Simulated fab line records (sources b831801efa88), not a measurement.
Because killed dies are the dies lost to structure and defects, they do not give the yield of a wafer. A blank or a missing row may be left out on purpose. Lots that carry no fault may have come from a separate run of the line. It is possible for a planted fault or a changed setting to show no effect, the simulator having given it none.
Lot-split experiment + flow sfq_line + route with 325 steps; 5 lots, 23 wafers read

ABOUT THE SPLIT
At SFQ_TRILAYER_I3_VIA_LITHO_EXPOSE_086 (exposes mask I3, target cd 500 nm), the setting dose_mj was moved away from the recipe's 21.3 on 7 of the 23 wafers read, by -7.3% to +7.5%. For the rest of the wafers, this setting stayed at what the recipe calls for.

Between the split and the reading, the file records no step.

THE READING
I3.cd_nm (the simulator's own value, which no gauge read), in nm, at SFQ_TRILAYER_I3_VIA_BARC_OPEN_VIA_ETCH_121 (etches BARC in O2, target depth 125 nm, time 41.7 s). No usual value for it is given in the file. Here, 16 wafers ran the recipe; their average is 500.8 nm with a standard deviation of 1.9 nm.

| wafer  | tool, chamber at the split | dose_mj as run | against the recipe | I3.cd_nm, nm | against lot-mates on the recipe |
|--------|----------------------------|----------------|--------------------|--------------|---------------------------------|
| L079.2 | krf_scanner-01, 0          | 22.89          | +7.5%              | 512.2        | +11.9                           |
| L079.3 | krf_scanner-01, 0          | 22.89          | +7.5%              | 510.3        | +9.9                            |
| L079.4 | krf_scanner-01, 0          | 22.89          | +7.5%              | 512.4        | +12.0                           |
| L079.5 | krf_scanner-01, 0          | 21.3           | recipe             | 500.1        | -                               |
| L079.6 | krf_scanner-01, 0          | 21.3           | recipe             | 500.6        | -                               |
| L081.3 | krf_scanner-01, 0          | 21.3           | recipe             | 502.8        | -                               |
| L081.5 | krf_scanner-01, 0          | 21.3           | recipe             | 502.2        | -                               |
| L081.6 | krf_scanner-01, 0          | 21.3           | recipe             | 502.4        | -                               |
| L083.1 | krf_scanner-01, 0          | 21.3           | recipe             | 497.6        | -                               |
| L083.2 | krf_scanner-01, 0          | 19.75          | -7.3%              | 484.8        | -13.2                           |
| L083.4 | krf_scanner-01, 0          | 19.75          | -7.3%              | 487.8        | -10.2                           |
| L083.5 | krf_scanner-01, 0          | 21.3           | recipe             | 499.2        | -                               |
| L083.6 | krf_scanner-01, 0          | 21.3           | recipe             | 497.1        | -                               |
| L084.1 | krf_scanner-01, 0          | 21.3           | recipe             | 498.7        | -                               |
| L084.2 | krf_scanner-01, 0          | 21.3           | recipe             | 500          | -                               |
| L084.3 | krf_scanner-01, 0          | 22.38          | +5.1%              | 509          | +8.9                            |
| L084.4 | krf_scanner-01, 0          | 21.3           | recipe             | 501.6        | -                               |
| L084.6 | krf_scanner-01, 0          | 22.38          | +5.1%              | 508.3        | +8.2                            |
| L085.1 | krf_scanner-01, 0          | 21.3           | recipe             | 502.3        | -                               |
| L085.5 | krf_scanner-01, 0          | 21.3           | recipe             | 502.3        | -                               |
| L085.2 | krf_scanner-01, 0          | 21.3           | recipe             | 504.1        | -                               |
| L085.3 | krf_scanner-01, 0          | 21.3           | recipe             | 501.1        | -                               |
| L085.4 | krf_scanner-01, 0          | 21.3           | recipe             | 500.9        | -                               |

THE FIT
A straight line over all 23 wafers: I3.cd_nm changes by +1.67 nm for each +1% of dose_mj; r = +0.96; the points scatter about the line by 1.9 nm.
The same after taking each lot's own level away (the mean of its wafers on the recipe; 23 wafers): +1.57 nm for each +1%; r = +0.99; scatter 1 nm.
The reading moves by 12 nm for the largest change in dose_mj, on that fit.
Measured against the standard deviation above, the lots' own levels, which go from 497.97 to 502.47 nm, span 2.4 times it.
The two slopes agree, so the slope changes little with the lot-to-lot level.
Check: with one of the wafers moved furthest among these (+7.5%) left out of the fit, the line predicts +11.7 nm for it against its lot-mates. Against them it came out at +11.9 nm.

THESE WAFERS: OTHER SPLITS
These wafers also went through other splits before the reading. Each is held against what the fit with the lots' levels taken away leaves over:
| other split on the same wafers                   | wafers away from the commonest value | r with I3.cd_nm (lot level and that fit taken away) |
|--------------------------------------------------|--------------------------------------|-----------------------------------------------------|
| SFQ_TRILAYER_I1_VIA_LITHO_COAT_049 resist_thk_nm | 11                                   | +0.00                                               |
| SFQ_TRILAYER_M2_LITHO_COAT_062 spin_rpm          | 5                                    | -0.04                                               |
| SFQ_TRILAYER_M2_BARC_OPEN_METAL_ETCH_077 time_s  | 9                                    | +0.03                                               |
| SFQ_TRILAYER_I2_VIA_LITHO_COAT_067 resist_thk_nm | 5                                    | +0.11                                               |
| SFQ_TRILAYER_I2_VIA_ETCH_VIA_ETCH_070 source_w   | 5                                    | +0.15                                               |
| SFQ_TRILAYER_I3_CMP_CMP_082 leave_above_ref_nm   | 11                                   | -0.06                                               |

FILE'S OWN FIT
I3.cd_nm changes by +1.58 nm for each +1% of dose_mj, r = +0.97.
